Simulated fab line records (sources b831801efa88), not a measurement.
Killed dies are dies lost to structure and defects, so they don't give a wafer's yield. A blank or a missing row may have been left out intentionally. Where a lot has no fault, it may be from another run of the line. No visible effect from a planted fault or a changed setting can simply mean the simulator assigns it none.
Matching of chambers + flow sky130 + SKY_VIA4_CMP_02 on cmp-02 has 4 sister chambers
The step polishes SiO2. 8 wafers are shown with their chamber, then 11 later ones without.

== WAFERS PAIRED WITH THEIR CHAMBERS ==
| wafer  | chamber | motorCurrentA (A) | slurryFilterDpKPa (kPa) |
|--------|---------|-------------------|-------------------------|
| L080.5 | 0       | 16.3              | 13.42                   |
| L089.1 | 1       | 12.4              | 13.52                   |
| L089.3 | 0       | 16.4              | 13.58                   |
| L089.5 | 2       | 11.1              | 13.56                   |
| L090.2 | 3       | 10.8              | 13.36                   |
| L090.5 | 1       | 11.6              | 13.51                   |
| L090.6 | 2       | 11.8              | 13.27                   |
| L091.3 | 3       | 10.9              | 13.56                   |

== WAFERS MISSING THEIR CHAMBER ==
| wafer  | motorCurrentA (A) | slurryFilterDpKPa (kPa) |
|--------|-------------------|-------------------------|
| L091.4 | 16.3              | 13.44                   |
| L091.6 | 11.1              | 13.28                   |
| L093.2 | 10.9              | 13.46                   |
| L093.3 | 10.7              | 13.78                   |
| L093.4 | 16.2              | 13.71                   |
| L095.1 | 15.9              | 13.29                   |
| L095.2 | 12.6              | 13.63                   |
| L095.6 | 10.6              | 13.58                   |
| L097.1 | 11.0              | 13.30                   |
| L097.4 | 11.0              | 13.58                   |
| L097.5 | 12.1              | 13.70                   |

== CHAMBER TAKEN BY EACH ==
| wafer  | from the rows above          | in truth |
|--------|------------------------------|----------|
| L091.4 | 0                            | 0        |
| L091.6 | can't be placed: 2 or 3 or 1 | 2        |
| L093.2 | can't be placed: 3 or 2      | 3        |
| L093.3 | can't be placed: 3 or 2 or 1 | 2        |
| L093.4 | 0                            | 0        |
| L095.1 | 0                            | 0        |
| L095.2 | can't be placed: 1 or 2      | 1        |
| L095.6 | can't be placed: 3 or 2      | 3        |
| L097.1 | can't be placed: 3 or 2 or 1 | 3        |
| L097.4 | can't be placed: 3 or 2 or 1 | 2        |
| L097.5 | can't be placed: 1 or 2      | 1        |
Correct placement for 3 of the 11. Cannot be placed on the basis of these rows: 8; the candidates contain the true chamber in 8. Placed wrongly: 0.
How it was worked out, from the rows above alone: a wafer's distance from a chamber is the root of the sum, over the readings, of the square of ((its reading less the chamber's mean) divided by the reading's scatter). If the next closest chamber is less than 2 further off than the closest, the wafer can't be placed; otherwise it belongs to the closest. For every chamber, the mean is computed from those of its wafers that are shown. How the scatter is found: for the shown wafers, subtract from each reading the mean of its chamber, square and add these, divide the total by (wafers less chambers), then take the root.
